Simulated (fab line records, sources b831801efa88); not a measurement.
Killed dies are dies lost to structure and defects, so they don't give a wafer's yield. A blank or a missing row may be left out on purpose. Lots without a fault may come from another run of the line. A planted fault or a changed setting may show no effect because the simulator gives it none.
fab line records | flow sky130
record lots=6 wafers=18 last_day=50
route steps=708 shown VIA4@651 METAL5@661 PASSIVATION@681 PAD_OPEN@708
lots that met no fault: from a run of the same line without faults
start_h: hours from the record's first day to the start of the lot's first wafer shown | wait_h: hours since the lot's step before | " the same as in the row above | L1.1+2: a row that stands for several wafers | - no value, or no start given | * or withheld: withheld | < > ~ a bound
route shown NAME@n: a module of which the file shows steps, and the number in the route of the first | usual: mean/standard deviation of fault-free wafers | same: alike in all rows | chamber/n: place in a boat | sites: the reading at each site | _std_site: their standard deviation | _edge_site: outer sites' mean less inner sites' | radius_mm: how far each site lies from the wafer's centre | mask NAME#n: copy n | behind: the tool/chamber that last shaped the wafer | hold: why the lot was held/for how many hours/how that ended | device: the transistor (n, p or np) that didn't switch | end of line: the same wafers' tests at the end of the route | a step without rows: its recipe alone | killed: dies lost to structure and defects at the first sort, not the wafer's yield | map: a wafer's dies, x killed, . not, _ none there
set.NAME: the setting as run; set.NAME@STEP: as run at that earlier step | model.NAME: the simulator's own value behind a step, which no gauge read
lots at some steps of the route; a table a step, a row a wafer
services: from which hour (start_h, from the record's first day; less than 0 if before it) a tool's chamber was out of use, for how many hours, and why
## steps
# step SKY_VIA4_ETCH_12
# recipe target=SiO2 chemistry=C4F8/O2/Ar stop_on=TiN mask_material=NOVOLAK source_w=1500 bias_w=1163 pressure_mtorr=40 c4f8_flow_sccm=withheld O2_flow_sccm=6 Ar_flow_sccm=300 time_s=withheld target_depth_a=5800
# step SKY_VIA4_STRIP_13
# recipe chemistry=O2/N2 power_w=1400 pressure_mtorr=1500 platen_temp_c=withheld o2_flow_sccm=3000 n2_flow_sccm=300 overash_fraction=0.5
# usual drypump_motor_current_A=5.43/0.19 oes_product_au=0.710/0.0043 strip_time_to_endpoint_s=12.806/0.027
# columns lot.wafer tool chamber start_h wait_h drypump_motor_current_A oes_product_au rf_hours_counter_h strip_time_to_endpoint_s
L918.2 plasma_asher-02 1 1010.25 - 5.48 0.706 27 12.815
L918.3 " 0 " " 5.62 0.714 - 12.808
L918.4 " 1 " " 5.45 0.717 - 12.815
L930.3 plasma_asher-02 1 1094.18 - 5.49 0.707 - 12.889
L930.4 " 0 " " 5.62 0.707 - 12.841
L930.5 " 1 " " 5.50 0.704 - 12.814
L929.2 plasma_asher-04 0 1097.39 - 5.31 0.706 2 12.758
L929.4 " 1 " " 4.98 0.711 - 12.742
L929.5 " 0 " " 5.31 0.709 - 12.852
L931.1 plasma_asher-02 1 1110.90 - 5.46 0.709 37 12.771
L931.2 " 0 " " 5.63 0.711 37 12.782
L931.4 " 1 " " 5.47 0.703 - 12.713
L938.1 plasma_asher-02 1 1129.50 - 5.47 0.719 39 12.799
L938.2 " 0 " " 5.63 0.718 39 12.806
L938.3 " 0 " " 5.58 0.710 - 12.835
L940.2 plasma_asher-02 1 1142.35 - 5.48 0.714 40 12.796
L940.3 " 0 " " 5.59 0.708 - 12.805
L940.5 " 1 " " 5.49 0.704 - 12.782
# step SKY_VIA4_STRIP_14
# recipe chemistry=post_etch_residue_remover time_s=1200 temp_c=72.5
# step SKY_VIA4_CLEAN_15
# recipe chemistry=IPA time_s=180 temp_c=25
# step SKY_VIA4_CLEAN_16
# recipe chemistry=O3/DIW dry=n2_spin
# step SKY_VIA4_SPUTTER_17
# recipe material=TiN target_thk_nm=20 chamber_pressure_pa=5 power_w=4000 time_s=80
# step SKY_VIA4_CVD_18
# recipe material=W target_thk_nm=505 time_s=152.14 temp_c=400 pressure_torr=40
# usual heater_power_w=833/33
# columns lot.wafer tool chamber start_h wait_h heater_power_w since_wet_clean_h
L918.2 cvd_w-01 1 1010.90 0.0 839 607
L918.3 " 1 " " 870 -
L918.4 " 0 " " 866 -
L930.3 cvd_w-01 1 1094.86 0.1 856 -
L930.4 " 0 " " 860 -
L930.5 " 0 " " 866 -
L929.2 cvd_w-01 0 1098.04 0.0 856 694
L929.4 " 0 " " 842 -
L929.5 " 0 " " 844 -
L931.1 cvd_w-02 0 1111.56 0.0 851 194
L931.2 " 1 " " 771 194
L931.4 " 0 " " 848 -
L938.1 cvd_w-01 1 1130.16 0.0 855 726
L938.2 " 0 " " 870 726
L938.3 " 1 " " 847 -
L940.2 cvd_w-01 0 1143.00 0.0 848 739
L940.3 " 0 " " 853 -
L940.5 " 1 " " 843 -
# step SKY_VIA4_RS_MEAS_19
# recipe thk_meas_gauge=four-point-probe reads=W_of_VIA4_CVD_18+TiN_of_VIA4_SPUTTER_17
# usual VIA4_W_RS=0.2269/0.0027
# columns lot.wafer tool chamber start_h wait_h VIA4_W_RS[ohm/sq]
L918.2 film_metro-03 - 1011.07 0.1 0.2233
L918.3 " - " " 0.2243
L918.4 " - " " 0.2225
L930.3 film_metro-03 - 1095.00 0.1 0.2266
L930.4 " - " " 0.2242
L930.5 " - " " 0.2237
L929.2 film_metro-03 - 1098.21 0.1 0.2238
L929.4 " - " " 0.2229
L929.5 " - " " 0.2255
L931.1 film_metro-01 - 1111.72 0.1 0.2308
L931.2 " - " " 0.2338
L931.4 " - " " 0.2304
L938.1 film_metro-02 - 1130.32 0.1 0.2290
L938.2 " - " " 0.2259
L938.3 " - " " 0.2298
L940.2 film_metro-03 - 1143.17 0.1 0.2243
L940.3 " - " " 0.2232
L940.5 " - " " 0.2293
# step SKY_VIA4_THK_MEAS_20
# recipe thk_meas_gauge=xrf reads=W_of_VIA4_CVD_18
# usual VIA4_W_THK=506/7.4
# columns lot.wafer tool chamber start_h wait_h VIA4_W_THK[nm]
L918.2 film_metro-03 - 1011.18 0.1 518
L918.3 " - " " 516
L918.4 " - " " 518
L930.3 film_metro-03 - 1095.10 0.1 500
L930.4 " - " " 506
L930.5 " - " " 507
L929.2 film_metro-03 - 1098.32 0.1 507
L929.4 " - " " 512
L929.5 " - " " 504
L931.1 film_metro-01 - 1111.84 0.1 495
L931.2 " - " " 490
L931.4 " - " " 498
L938.1 film_metro-02 - 1130.44 0.1 501
L938.2 " - " " 513
L938.3 " - " " 501
L940.2 film_metro-03 - 1143.28 0.1 509
L940.3 " - " " 511
L940.5 " - " " 496
# step SKY_VIA4_CMP_21
# recipe stop_on=SiO2 t_overpolish_s=25 down_force_psi=3.5 platen_rpm=60 target_thk_nm=0 pad_velocity_m_s=0.94248
# usual head_pressure_psi=3.500/0.0074 motor_current_A=11.7/0.74 overpolish_run_s=24.999/0.0091 time_to_endpoint_s=124/4.4
# columns lot.wafer tool chamber start_h wait_h head_pressure_psi motor_current_A overpolish_run_s time_to_endpoint_s
L918.3 cmp-02 2 1011.31 0.1 3.509 11.4 25.000 125
L918.4 " 0 " " 3.495 11.0 24.995 129
L918.2 " 1 " " 3.489 12.5 24.996 121
L930.4 cmp-01 2 1095.14 0.0 3.510 11.0 24.995 121
L930.3 " 0 " " 3.495 12.1 24.987 122
L930.5 " 3 " " 3.498 12.1 25.002 124
L929.2 cmp-02 2 1098.37 0.0 3.509 12.1 24.993 122
L929.4 " 0 " " 3.504 11.5 25.018 125
L929.5 " 3 " " 3.496 11.3 24.996 121
L931.1 cmp-01 0 1111.90 0.1 3.508 11.7 25.013 119
L931.2 " 2 " " 3.509 11.5 24.997 115
L931.4 " 3 " " 3.508 13.1 25.015 117
L938.3 cmp-01 1 1130.55 0.1 3.512 12.2 25.004 132
L938.2 " 2 " " 3.513 11.2 24.991 121
L938.1 " 3 " " 3.506 13.4 24.996 120
L940.2 cmp-02 1 1143.38 0.1 3.499 12.3 24.986 121
L940.3 " 3 " " 3.500 11.0 24.978 121
L940.5 " 0 " " 3.496 12.1 24.983 123
# step SKY_METAL5_SPUTTER_00
# recipe material=Ti target_thk_nm=15 power_w=3000 time_s=10 chamber_pressure_pa=0.4
# step SKY_METAL5_SPUTTER_01
# recipe material=TiN target_thk_nm=20 power_w=6500 time_s=16.7 chamber_pressure_pa=0.4
# step SKY_METAL5_SPUTTER_02
# recipe material=AlCu target_thk_nm=1150 power_w=10600 time_s=61.2 chamber_pressure_pa=0.4
# usual throttle_valve_pct=29.3/1.1
# columns lot.wafer tool chamber start_h wait_h throttle_valve_pct
L918.2 pvd_sputter-02 - 1011.66 0.0 29.3
L918.3 " - " " 28.6
L918.4 " - " " 31.9
L930.3 pvd_sputter-02 - 1095.49 0.0 28.6
L930.4 " - " " 29.2
L930.5 " - " " 28.7
L929.2 pvd_sputter-02 - 1098.72 0.0 28.6
L929.4 " - " " 32.1
L929.5 " - " " 29.1
L931.1 pvd_sputter-01 - 1112.24 0.0 29.5
L931.2 " - " " 28.4
L931.4 " - " " 30.0
L938.1 pvd_sputter-04 - 1130.84 0.0 31.1
L938.2 " - " " 27.6
L938.3 " - " " 29.9
L940.2 pvd_sputter-04 - 1143.68 0.0 29.6
L940.3 " - " " 27.6
L940.5 " - " " 31.2
# step SKY_METAL5_SPUTTER_03
# recipe material=Ti target_thk_nm=5 power_w=3000 time_s=3.3 chamber_pressure_pa=0.4
# step SKY_METAL5_SPUTTER_04
# recipe material=TiN target_thk_nm=70 power_w=6500 time_s=58.3 chamber_pressure_pa=0.4
# step SKY_METAL5_RS_MEAS_05
# recipe thk_meas_gauge=four-point-probe reads=TiN_of_METAL5_SPUTTER_04+Ti_of_METAL5_SPUTTER_03+AlCu_of_METAL5_SPUTTER_02+TiN_of_METAL5_SPUTTER_01+Ti_of_METAL5_SPUTTER_00
# usual METAL5_ALCU_RS=0.0271/0.00033
# columns lot.wafer tool chamber start_h wait_h METAL5_ALCU_RS[ohm/sq]
L918.2 film_metro-01 - 1011.80 0.0 0.0270
L918.3 " - " " 0.0275
L918.4 " - " " 0.0269
L930.3 film_metro-01 - 1095.65 0.1 0.0276
L930.4 " - " " 0.0270
L930.5 " - " " 0.0276
L929.2 film_metro-03 - 1098.86 0.0 0.0277
L929.4 " - " " 0.0271
L929.5 " - " " 0.0271
L931.1 film_metro-01 - 1112.36 0.0 0.0269
L931.2 " - " " 0.0270
L931.4 " - " " 0.0268
L938.1 film_metro-03 - 1130.96 0.0 0.0270
L938.2 " - " " 0.0273
L938.3 " - " " 0.0271
L940.2 film_metro-04 - 1143.82 0.0 0.0271
L940.3 " - " " 0.0274
L940.5 " - " " 0.0271
# step SKY_METAL5_THK_MEAS_06
# recipe thk_meas_gauge=xrf reads=AlCu_of_METAL5_SPUTTER_02
# usual METAL5_ALCU_THK=1139/16
# columns lot.wafer tool chamber start_h wait_h METAL5_ALCU_THK[nm]
L918.2 film_metro-01 - 1011.91 0.1 1147
L918.3 " - " " 1127
L918.4 " - " " 1148
L930.3 film_metro-01 - 1095.75 0.1 1104
L930.4 " - " " 1138
L930.5 " - " " 1108
L929.2 film_metro-03 - 1098.97 0.1 1122
L929.4 " - " " 1149
L929.5 " - " " 1153
L931.1 film_metro-01 - 1112.48 0.1 1142
L931.2 " - " " 1139
L931.4 " - " " 1152
L938.1 film_metro-03 - 1131.08 0.1 1155
L938.2 " - " " 1138
L938.3 " - " " 1157
L940.2 film_metro-04 - 1143.93 0.1 1140
L940.3 " - " " 1126
L940.5 " - " " 1138
# step SKY_METAL5_DEHYDRATE_07
# recipe temp_c=200 time_s=60
# step SKY_METAL5_HMDS_08
# recipe prime_time_s=60 prime_temp_c=120
# step SKY_METAL5_COAT_09
# recipe resist=NOVOLAK spin_rpm=3000 resist_thk_nm=1800
# step SKY_METAL5_SOFTBAKE_10
# recipe temp_c=90 time_s=60 resist=NOVOLAK
# step SKY_METAL5_EXPOSE_11
# recipe mask_id=MM5 na=0.6 source_shape=conventional sigma_outer=0.6 polarization=unpolarized target_cd_nm=1600 dose_mj=190
# step SKY_METAL5_PEB_12
# recipe temp_c=withheld time_s=* resist=NOVOLAK
# step SKY_METAL5_DEVELOP_13
# recipe resist=NOVOLAK developer=TMAH develop_time_s=60 dev_temp_c=23
# step SKY_METAL5_DESCUM_14
# recipe chemistry=O2 source_power_w=150 bias_power_w=0 pressure_mtorr=10 temp_c=40 time_s=11
# usual drypump_motor_current_A=5.5/0.44 oes_product_au=1.007/0.0073
# columns lot.wafer tool chamber start_h wait_h drypump_motor_current_A oes_product_au rf_hours_counter_h
L918.2 rie_metal-02 0 1034.45 0.1 6.2 1.006 16
L918.3 " 0 " " 6.2 0.996 -
L918.4 " 1 " " 5.7 1.012 -
L930.3 rie_metal-03 0 1115.65 0.1 4.8 1.012 -
L930.4 " 1 " " 5.9 1.010 -
L930.5 " 0 " " 4.9 1.001 -
L929.2 rie_metal-01 0 1117.90 0.1 5.5 1.008 5
L929.4 " 0 " " 5.5 1.008 -
L929.5 " 0 " " 5.5 1.007 -
L931.1 rie_metal-02 0 1132.50 0.1 6.2 1.006 22
L931.2 " 1 " " 5.7 1.012 10
L931.4 " 0 " " 6.1 0.993 -
L938.1 rie_metal-01 1 1149.95 0.1 5.1 1.011 25
L938.2 " 0 " " 5.5 1.004 8
L938.3 " 0 " " 5.5 1.005 -
L940.2 rie_metal-01 0 1162.09 0.1 5.5 0.998 9
L940.3 " 0 " " 5.5 1.000 -
L940.5 " 1 " " 5.1 1.000 -
# step SKY_METAL5_METAL_ETCH_15
# recipe target_depth_a=12600 stop_on=SiO2 over_etch_frac=0.2 time_s=252 chemistry=Cl2/BCl3 resist_sidewall_deg=86 pressure_mtorr=10 icp_w=887.5 bias_w=48.5 Cl2_flow_sccm=60 bcl3_flow_sccm=30
# step SKY_METAL5_STRIP_16
# recipe chemistry=O2/N2 power_w=1400 pressure_mtorr=1500 platen_temp_c=withheld o2_flow_sccm=3000 n2_flow_sccm=300 overash_fraction=0.5
# usual drypump_motor_current_A=5.6/0.33 oes_product_au=0.711/0.0047 strip_time_to_endpoint_s=13.08/0.099
# columns lot.wafer tool chamber start_h wait_h drypump_motor_current_A oes_product_au rf_hours_counter_h strip_time_to_endpoint_s
L918.2 plasma_asher-03 0 1034.72 0.2 6.0 0.707 59 13.25
L918.3 " 1 " " 5.9 0.708 - 13.17
L918.4 " 0 " " 5.9 0.717 - 13.07
L930.3 plasma_asher-03 0 1115.94 0.1 6.0 0.713 - 13.15
L930.4 " 1 " " 5.9 0.709 - 13.07
L930.5 " 1 " " 5.9 0.712 - 12.97
L929.2 plasma_asher-03 1 1118.17 0.2 5.9 0.710 69 13.24
L929.4 " 1 " " 5.9 0.708 - 13.16
L929.5 " 1 " " 5.9 0.719 - 13.10
L931.1 plasma_asher-03 0 1132.77 0.2 6.0 0.721 70 13.11
L931.2 " 1 " " 5.9 0.710 70 12.95
L931.4 " 0 " " 6.0 0.721 - 13.10
L938.1 plasma_asher-04 1 1150.22 0.2 5.0 0.714 7 13.10
L938.2 " 0 " " 5.4 0.712 7 13.09
L938.3 " 0 " " 5.4 0.713 - 13.08
L940.2 plasma_asher-02 1 1162.36 0.2 5.5 0.706 41 13.24
L940.3 " 1 " " 5.5 0.710 - 13.15
L940.5 " 0 " " 5.6 0.718 - 13.09
# step SKY_METAL5_STRIP_17
# recipe chemistry=post_etch_residue_remover time_s=1200 temp_c=72.5
# step SKY_METAL5_CLEAN_18
# recipe chemistry=IPA time_s=180 temp_c=25
# step SKY_METAL5_CLEAN_19
# recipe chemistry=O3/DIW dry=n2_spin
# step SKY_PASSIVATION_CVD_00
# recipe material=SiO2 target_thk_nm=90 temp_c=400 time_s=withheld rf_w=600
# step SKY_PASSIVATION_THK_MEAS_01
# recipe reads=SiO2_of_PASSIVATION_CVD_00
# usual PASSIVATION_CVD_00_THK=90.5/1.1
# columns lot.wafer tool chamber start_h wait_h PASSIVATION_CVD_00_THK[nm]
L918.2 film_metro-02 - 1035.38 - 91.6
L918.3 " - " " 91.1
L918.4 " - " " 92.3
L930.3 film_metro-02 - 1116.63 - 89.8
L930.4 " - " " 90.2
L930.5 " - " " 89.3
L929.2 film_metro-01 - 1118.83 - 89.8
L929.4 " - " " 91.0
L929.5 " - " " 91.1
L931.1 film_metro-02 - 1133.38 - 90.7
L931.2 " - " " 89.0
L931.4 " - " " 92.7
L938.1 film_metro-02 - 1151.10 - 91.7
L938.2 " - " " 90.0
L938.3 " - " " 90.4
L940.2 film_metro-01 - 1162.98 - 90.6
L940.3 " - " " 90.4
L940.5 " - " " 90.6
# step SKY_PASSIVATION_CVD_02
# recipe material=Si3N4 target_thk_nm=540 temp_c=400 time_s=withheld rf_w=450
# step SKY_PASSIVATION_THK_MEAS_03
# recipe reads=Si3N4_of_PASSIVATION_CVD_02
# usual PASSIVATION_CVD_02_THK=540/6.9
# columns lot.wafer tool chamber start_h wait_h PASSIVATION_CVD_02_THK[nm]
L918.2 film_metro-04 - 1035.67 - 538
L918.3 " - " " 539
L918.4 " - " " 544
L930.3 film_metro-02 - 1116.92 - 539
L930.4 " - " " 558
L930.5 " - " " 547
L929.2 film_metro-02 - 1119.23 - 529
L929.4 " - " " 544
L929.5 " - " " 544
L931.1 film_metro-04 - 1133.66 - 542
L931.2 " - " " 539
L931.4 " - " " 561
L938.1 film_metro-01 - 1151.39 - 541
L938.2 " - " " 534
L938.3 " - " " 532
L940.2 film_metro-02 - 1163.27 - 531
L940.3 " - " " 528
L940.5 " - " " 545
# step SKY_PASSIVATION_DEHYDRATE_04
# recipe temp_c=200 time_s=60
# step SKY_PASSIVATION_HMDS_05
# recipe prime_time_s=60 prime_temp_c=120
# step SKY_PASSIVATION_COAT_06
# recipe spin_rpm=2000 resist_thk_nm=3000
# step SKY_PASSIVATION_SOFTBAKE_07
# recipe temp_c=110 time_s=withheld
# step SKY_PASSIVATION_EXPOSE_08
# recipe mask_id=NSM target_cd_nm=3000 na=0.57 dose_mj=260
# step SKY_PASSIVATION_PEB_09
# recipe temp_c=115 time_s=withheld
# step SKY_PASSIVATION_DEVELOP_10
# recipe develop_time_s=60 dev_temp_c=23
# step SKY_PASSIVATION_ETCH_11
# recipe chemistry=CF4/O2 target_depth_nm=725 stop_on=AlCu source_w=800 bias_w=150 pressure_mtorr=150 cf4_flow_sccm=80 O2_flow_sccm=10 time_s=161.1
# step SKY_PAD_OPEN_PROBE_99
# usual defect_limited_yield=82.9/1.7 killed_at_M0_to_M3=42/6.7 killed_at_M4_up=3.4/2 killed_at_contacts=24/5.1 killed_at_front_end=14/4.2 killed_at_other=0.2/0.49 killed_dies=84/8.4 killed_open=46/7 killed_short=39/5.8 sort_bin_3_pad_short=0.8/0.42 sort_bin_5_function=10.2/1.3 sort_bin_6_memory=6.1/1 sort_n_pass=408/8.4 sort_yield_pct=82.9/1.7
# same gross_dies=492 killed_at_back_side=0 sort_bin_4_leakage[%]=0 sort_bin_8_speed[%]=0
# columns lot.wafer tool chamber start_h wait_h defect_limited_yield[%] killed_at_M0_to_M3 killed_at_M4_up killed_at_contacts killed_at_front_end killed_at_other killed_dies killed_open killed_short sort_bin_3_pad_short[%] sort_bin_5_function[%] sort_bin_6_memory[%] sort_n_pass sort_yield_pct[%] model.etest.tester.sort_n_pass model.etest.tester.sort_yield_pct model.etest.tester.sort_bin_5_pct model.etest.tester.sort_bin_3_pct
L918.2 prober-01 - 1080.96 0.1 83.3 36 7 22 17 0 82 40 42 1.2 10.6 4.9 410 83.3 410 83.33 10.57 1.22
L918.3 prober-01 - 1081.01 0.2 83.1 42 5 26 10 0 83 42 41 1.8 9.1 5.9 409 83.1 409 83.13 9.146 1.829
L918.4 prober-01 - 1081.06 0.2 86.4 36 2 18 11 0 67 38 29 0.8 7.7 5.1 425 86.4 425 86.38 7.724 0.813
L930.3 prober-02 - 1156.52 0.2 73.8 48 52 20 9 0 129 44 36 2.8 17.3 6.1 363 73.8 363 73.78 17.28 2.846
L930.4 prober-02 - 1156.57 0.2 75.8 51 23 30 14 1 119 56 44 1.8 13.0 9.3 373 75.8 373 75.81 13.01 1.829
L930.5 prober-02 - 1156.62 0.2 73.2 41 62 15 12 2 132 35 37 4.1 13.8 8.9 360 73.2 360 73.17 13.82 4.065
L929.2 prober-01 - 1159.20 0.1 74.4 39 55 22 10 0 126 44 30 2.6 16.3 6.7 366 74.4 366 74.39 16.26 2.642
L929.4 prober-01 - 1159.30 0.2 74.8 48 36 29 11 0 124 65 27 2.2 17.1 5.9 368 74.8 368 74.8 17.07 2.236
L929.5 prober-01 - 1159.35 0.2 77.6 35 27 34 14 0 110 46 39 1.6 13.0 7.7 382 77.6 382 77.64 13.01 1.626
L931.1 prober-01 - 1172.87 0.1 85.6 34 3 17 17 0 71 34 37 0.4 8.5 5.5 421 85.6 421 85.57 8.537 0.4065
L931.2 prober-01 - 1172.92 0.1 80.1 50 1 36 11 0 98 62 36 0.8 10.6 8.5 394 80.1 394 80.08 10.57 0.813
L931.4 prober-01 - 1173.02 0.2 81.7 40 4 29 16 1 90 52 38 0.8 12.6 4.9 402 81.7 402 81.71 12.6 0.813
L938.1 prober-01 - 1188.60 0.1 83.7 39 3 23 15 0 80 48 32 0.4 10.0 5.9 412 83.7 412 83.74 9.959 0.4065
L938.2 prober-01 - 1188.65 0.1 84.1 38 2 23 15 0 78 42 36 0.8 9.1 5.9 414 84.1 414 84.15 9.146 0.813
L938.3 prober-01 - 1188.70 0.2 85.2 39 0 18 14 2 73 37 36 0.8 9.1 4.9 419 85.2 419 85.16 9.146 0.813
L940.2 prober-01 - 1199.49 0.1 85.0 36 5 18 15 0 74 37 37 1.6 9.1 4.3 418 85.0 418 84.96 9.146 1.626
L940.3 prober-01 - 1199.54 0.2 82.1 48 4 32 4 0 88 46 42 0.2 10.2 7.5 404 82.1 404 82.11 10.16 0.2033
L940.5 prober-01 - 1199.64 0.2 82.7 46 2 20 17 0 85 47 38 0.8 10.2 6.3 407 82.7 407 82.72 10.16 0.813
# killed by level:class
L918.2 CONTACT:geometric_particle:open=9 VIA3:geometric_particle:open=9 FIELD_ISO:geometric_particle:open=6 METAL4:geometric_particle:short=6 METAL1:geometric_particle:short=6 LI_CONTACT:geometric_particle:open=5 LOCAL_INTERCONNECT:geometric_particle:short=5 VIA1:geometric_particle:short=4
L918.3 CONTACT:geometric_particle:short=10 CONTACT:geometric_particle:open=9 VIA1:geometric_particle:open=9 METAL1:geometric_particle:short=7 LI_CONTACT:geometric_particle:open=4 METAL2:geometric_particle:short=4 VIA2:geometric_particle:short=4 VIA2:geometric_particle:open=4
L918.4 VIA1:geometric_particle:open=11 CONTACT:geometric_particle:open=6 METAL3:geometric_particle:short=6 LI_CONTACT:geometric_particle:open=5 VIA2:geometric_particle:open=5 FIELD_ISO:geometric_particle:short=4 VIA1:geometric_particle:short=4 CONTACT:geometric_particle:short=3
L930.3 METAL5:unspecified=49 VIA1:geometric_particle:open=10 METAL2:geometric_particle:short=9 CONTACT:geometric_particle:open=8 LOCAL_INTERCONNECT:geometric_particle:short=6 VIA1:geometric_particle:short=6 VIA2:geometric_particle:open=6 METAL1:geometric_particle:short=5
L930.4 METAL5:unspecified=19 VIA1:geometric_particle:open=15 CONTACT:geometric_particle:open=11 LI_CONTACT:geometric_particle:open=7 CONTACT:geometric_particle:short=7 VIA2:geometric_particle:open=6 VIA2:geometric_particle:short=6 FIELD_ISO:geometric_particle:open=5
L930.5 METAL5:unspecified=60 VIA3:geometric_particle:open=7 CONTACT:geometric_particle:open=6 METAL2:geometric_particle:short=6 METAL1:geometric_particle:short=5 VIA2:geometric_particle:open=5 FIELD_ISO:geometric_particle:short=4 CONTACT:geometric_particle:short=4
L929.2 METAL5:unspecified=52 VIA1:geometric_particle:open=10 CONTACT:geometric_particle:open=8 LI_CONTACT:geometric_particle:open=7 VIA3:geometric_particle:open=6 VIA2:geometric_particle:open=5 VIA3:geometric_particle:short=5 VIA1:geometric_particle:short=4
L929.4 METAL5:unspecified=32 VIA1:geometric_particle:open=21 CONTACT:geometric_particle:open=13 VIA3:geometric_particle:open=10 LI_CONTACT:geometric_particle:open=8 FIELD_ISO:geometric_particle:open=5 CONTACT:geometric_particle:short=4 METAL3:geometric_particle:short=4
L929.5 METAL5:unspecified=25 CONTACT:geometric_particle:open=14 VIA1:geometric_particle:open=11 LOCAL_INTERCONNECT:geometric_particle:short=8 VIA3:geometric_particle:open=7 CONTACT:geometric_particle:short=7 FIELD_ISO:geometric_particle:short=6 POLY_GATE:geometric_particle:open=4
L931.1 VIA1:geometric_particle:open=7 VIA3:geometric_particle:open=6 LOCAL_INTERCONNECT:geometric_particle:short=6 SPACER:geometric_particle:short=4 LI_CONTACT:geometric_particle:open=4 METAL1:geometric_particle:short=4 METAL3:geometric_particle:short=4 FIELD_ISO:geometric_particle:short=3
L931.2 CONTACT:geometric_particle:open=15 VIA1:geometric_particle:open=15 LI_CONTACT:geometric_particle:open=11 VIA2:geometric_particle:open=7 LOCAL_INTERCONNECT:geometric_particle:short=6 METAL1:geometric_particle:short=6 VIA3:geometric_particle:open=5 METAL2:geometric_particle:short=4
L931.4 VIA3:geometric_particle:open=9 VIA1:geometric_particle:open=9 CONTACT:geometric_particle:open=9 CONTACT:geometric_particle:short=7 FIELD_ISO:geometric_particle:short=5 LI_CONTACT:geometric_particle:short=5 LI_CONTACT:geometric_particle:open=5 VIA2:geometric_particle:open=5
L938.1 CONTACT:geometric_particle:open=10 VIA2:geometric_particle:open=10 VIA3:geometric_particle:open=7 FIELD_ISO:geometric_particle:open=5 VIA1:geometric_particle:short=5 METAL1:geometric_particle:open=4 VIA1:geometric_particle:open=4 FIELD_ISO:geometric_particle:short=3
L938.2 CONTACT:geometric_particle:open=10 FIELD_ISO:geometric_particle:open=5 LI_CONTACT:geometric_particle:open=5 METAL1:geometric_particle:short=5 VIA1:geometric_particle:open=5 VIA2:geometric_particle:short=5 VIA1:geometric_particle:short=5 VIA3:geometric_particle:open=4
L938.3 VIA3:geometric_particle:open=11 CONTACT:geometric_particle:open=7 POLY_GATE:geometric_particle:short=6 LI_CONTACT:geometric_particle:open=6 VIA3:geometric_particle:short=6 METAL2:geometric_particle:short=4 METAL3:geometric_particle:short=4 POLY_GATE:geometric_particle:open=3
L940.2 VIA3:geometric_particle:short=7 CONTACT:geometric_particle:open=6 VIA1:geometric_particle:open=6 VIA2:geometric_particle:open=6 LOCAL_INTERCONNECT:geometric_particle:short=5 POLY_GATE:geometric_particle:short=4 VIA2:geometric_particle:short=4 METAL4:geometric_particle:short=4
L940.3 LI_CONTACT:geometric_particle:open=12 METAL1:geometric_particle:short=10 VIA1:geometric_particle:open=9 CONTACT:geometric_particle:open=8 VIA1:geometric_particle:short=6 LOCAL_INTERCONNECT:geometric_particle:short=4 CONTACT:geometric_particle:short=4 VIA2:geometric_particle:open=4
L940.5 VIA1:geometric_particle:open=10 VIA2:geometric_particle:open=8 METAL2:geometric_particle:short=6 VIA3:geometric_particle:open=6 LI_CONTACT:geometric_particle:open=5 METAL1:geometric_particle:short=5 POLY_GATE:geometric_particle:short=4 POLY_GATE:geometric_particle:open=4
# map L929.2 (x killed, . not)
__________x.x.x..x.x_________
________...x.........x_______
______...x..xxx.x.x....._____
_____...........x.x......____
____x..x..................___
___.......x.......x...x....__
__.x.x..x..x.x.............x_
_............x..x........x...
_........x.....x.x........x..
_......................xx..x.
_......x.x.........x.x.......
_.x.x.xxxx...x...............
_..x..xxxx.xx....xx...xx..x.x
_x.xxxxxxxx.x.....x.........x
_.xxxxxxxxxxx.x..............
__.xxxxxxxxx.....x..x......._
___.xxxxxx.xx........x....x__
____x.xxxxx......x...x..x.___
_____.x.x.x.............x____
______.x..xxx..x........_____
________............x._______
__________x.x......._________
# map L930.5 (x killed, . not)
__________xxx..x...._________
________....x........._______
______...xxx.x......x..._____
_____.....x...x...xx.x.x.____
____......................___
___...........x......x.x...__
__..........x...x..........._
_...xxx............xx...xx.xx
_.x.x...........x..x.x.......
_...x........x...............
_....x.x.x.....x..xx..xx.....
_.xxx..xxx..x...x.......x.x..
_...xxxxxxxx.................
_xxxxxxxxxxx....xxx..xx......
_..xxxxxxxxxxxx..x.x.........
__.xxxxxxxxx...........xx..._
___xxxxxxxx................__
____.xxxxxx...............___
_____.xxxx...xx.......xx.____
______xx.x............x._____
________.......x......_______
__________.....x...._________
## services
# columns tool chamber start_h hours kind
cmp-02 - 1002.41 6.0 pm
plasma_asher-03 - 1003.84 14.6 pm
cmp-02 - 1025.82 1.8 repair
rie_metal-01 0 1028.38 - clean
rie_metal-01 0 1028.38 21.0 scheduled_down
rie_metal-01 0 1028.38 21.0 vent_cycle
cmp-02 - 1038.76 1.8 repair
pvd_sputter-01 - 1047.97 1.6 repair
plasma_asher-04 - 1048.79 21.2 repair
cmp-01 - 1056.74 1.5 repair
rie_metal-02 0 1058.78 15.6 repair
cvd_w-02 0 1063.14 4.8 repair
cvd_w-01 - 1063.58 14.6 pm
plasma_asher-04 - 1070.01 9.0 pm
cvd_w-01 - 1078.33 0.5 repair
cmp-02 - 1084.27 4.0 pm
pvd_sputter-01 - 1094.88 6.8 repair
cmp-02 - 1099.61 0.4 repair
rie_metal-01 1 1099.84 1.6 repair
cmp-02 - 1112.37 11.1 pm
cmp-02 - 1141.66 0.6 repair
plasma_asher-02 - 1146.85 10.7 repair
pvd_sputter-04 - 1152.56 0.8 repair
cmp-01 - 1160.85 4.0 pm
## key
first_sign step=SKY_PAD_OPEN_PROBE_99 reading=killed_at_M4_up direction=up sigmas=20 usual=3.4 struck=42.5
effect step=SKY_PAD_OPEN_PROBE_99 reading=defect_limited_yield direction=down sigmas=4.7 usual=82.9 struck=74.9
model_effect step=SKY_PAD_OPEN_PROBE_99 value=etest.tester.sort_n_pass without=403.5 struck=368.7
met_at SKY_METAL5_SPUTTER_02
struck_wafers L929.2,L929.4,L929.5,L930.3,L930.4,L930.5
onset_between 1011.66 1095.49
fault kind=chamber_particle_source tool=pvd_sputter-02 chamber=- onset_h=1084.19 steps=SKY_METAL5_SPUTTER_02 rate_per_visit_cm2=0.91797 end_h=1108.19
